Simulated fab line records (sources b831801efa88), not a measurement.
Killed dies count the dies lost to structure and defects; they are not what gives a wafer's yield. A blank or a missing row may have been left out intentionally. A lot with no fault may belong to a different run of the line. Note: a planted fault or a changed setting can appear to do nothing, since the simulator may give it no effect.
Comparing a struck lot with a sound one :: flow sky130 :: 16 out of 708 route steps
Sound: the wafers L463.1, L463.4, L463.5. The struck wafers were L467.1, L467.3, L467.5. The cause comes at the end.
Order at every step that has rows: each side's tool, ch and its chambers, its first start. Under that, the readings that differ: sound wafers :: struck wafers :: difference of the means :: sigmas: that difference in standard deviations of wafers without a fault.
alike: words and numbers the same on both sides, and readings whose means are apart by under 2 such deviations; not compared: readings that were withheld, readings missing a value for some wafer, numbers with overlapping values and no deviation given by the record, and bounds like >300 which may hide the same value.
The two part at a step that has a row with sigmas, a row that says differs or no value, or rows on one side only. Numbers that don't overlap but have no deviation are shown without sigmas and don't part them. A reading missing from all wafers of one side parts the sides only when that side holds two or more wafers.

SKY_NWELL_RS_MEAS_29: measurement is done with a four-point probe.
  struck on film_metro-01, day 6 14:57; sound on film_metro-03, day 5 14:09
  alike: NWELL_RS
SKY_NWELL_RS_MEAS_31: measurement is done with a four-point probe.
  struck on film_metro-01, day 6 15:11; sound on film_metro-03, day 5 14:23
  alike: PWDE_RS
then, 7 steps without rows for these wafers: SKY_VT_ADJUST_HVTP_DEHYDRATE_00 (time 60 s); SKY_VT_ADJUST_HVTP_HMDS_01 (prime time 60 s); SKY_VT_ADJUST_HVTP_COAT_02 (resist thk 1140 nm); SKY_VT_ADJUST_HVTP_SOFTBAKE_03 (time 60 s); SKY_VT_ADJUST_HVTP_EXPOSE_04 (exposes mask HVTPM, target cd 380 nm); SKY_VT_ADJUST_HVTP_PEB_05; SKY_VT_ADJUST_HVTP_DEVELOP_06 (develop time 60 s).
SKY_VT_ADJUST_HVTP_CD_MEAS_07 targets a cd of 380 nm.
  struck on cd_sem-01, day 7 07:57; sound on cd_sem-02, day 6 08:13
  alike: cd_nm
SKY_VT_ADJUST_HVTP_OVL_MEAS_08:
  struck on overlay-01, day 7 08:04; sound on overlay-02, day 6 08:20
  alike: VT_ADJUST_HVTP_OVL
SKY_VT_ADJUST_HVTP_IMPLANT_09:
  sound on implanter-02 ch 0, day 6 08:23; struck on implanter-04 ch 0, day 7 08:25
  alike: dose_ions_cm2, end_station_pressure_torr
SKY_VT_ADJUST_HVTP_STRIP_10: strips in O2/N2.
  sound on plasma_asher-01 ch 0,1, day 6 08:32; struck on plasma_asher-04 ch 0, day 7 08:34
  alike: drypump_motor_current_A, oes_product_au, strip_time_to_endpoint_s
  not compared: rf_hours_counter_h
SKY_VT_ADJUST_HVTP_TW_MEAS_11:
  struck on film_metro-02, day 7 08:45; sound on film_metro-02, day 6 08:38
reading: VT_ADJUST_HVTP_TW
sound: 1344 1340 1337
struck: 1668 1677 1673
difference: +332
sigmas: +22
then, 1 step without rows for these wafers: SKY_VT_ADJUST_LVTN_DEHYDRATE_00 (time 60 s).
-- record jumps: 39 days separate the struck wafers' starts on either side; left off in module VT_ADJUST_LVTN, taken up again in module PAD_OPEN, whose first shown step is the route's number 708 --
SKY_PAD_OPEN_PROBE_99:
  struck on prober-02, day 46 17:50; sound on prober-02, day 45 16:25
reading: model.etest.tip_p.rs_ohm_sq
sound: 6708 6722 6707
struck: 9019 8998 8952
difference: +2277
sigmas: 

reading: model.etest.pfet_01v8.r_on_ohm_um
sound: 2860 2832 2847
struck: 3586 3648 3585
difference: +760
sigmas: 

reading: model.etest.pfet_01v8.drive_ua_um
sound: 194.4 199.6 196
struck: 126.8 125.4 125.1
difference: -70.9
sigmas: 

reading: model.etest.pfet_01v8_mvt.drive_ua_um
sound: 151.6 152.8 153.2
struck: 91.1 90.48 90.94
difference: -61.7
sigmas: 

reading: model.etest.pfet_01v8_hvt.drive_ua_um
sound: 145.5 147.5 146.9
struck: 98.25 97.28 98.65
difference: -48.57
sigmas: 

reading: model.etest.sram_pfet_latch.drive_ua_um
sound: 143.5 148.9 152.5
struck: 99.5 97.23 101.8
difference: -48.8
sigmas: 

reading: model.etest.ring_1v8.delay_ps
sound: 20.8 20.5 20.73
struck: 27.48 28.13 28.04
difference: +7.21
sigmas: 
  alike: killed_at_M0_to_M3, killed_at_M4_up, killed_at_contacts, killed_at_front_end, killed_at_other, killed_dies, killed_open, killed_short
  not compared: model.etest.tip_p.rs_ohm_sq_range

## WHERE THEY PART
SKY_VT_ADJUST_HVTP_TW_MEAS_11 only, going by this record. Later steps at which nothing parts them and some readings are alike: SKY_PAD_OPEN_PROBE_99.

WHY: the cause the simulator had injected
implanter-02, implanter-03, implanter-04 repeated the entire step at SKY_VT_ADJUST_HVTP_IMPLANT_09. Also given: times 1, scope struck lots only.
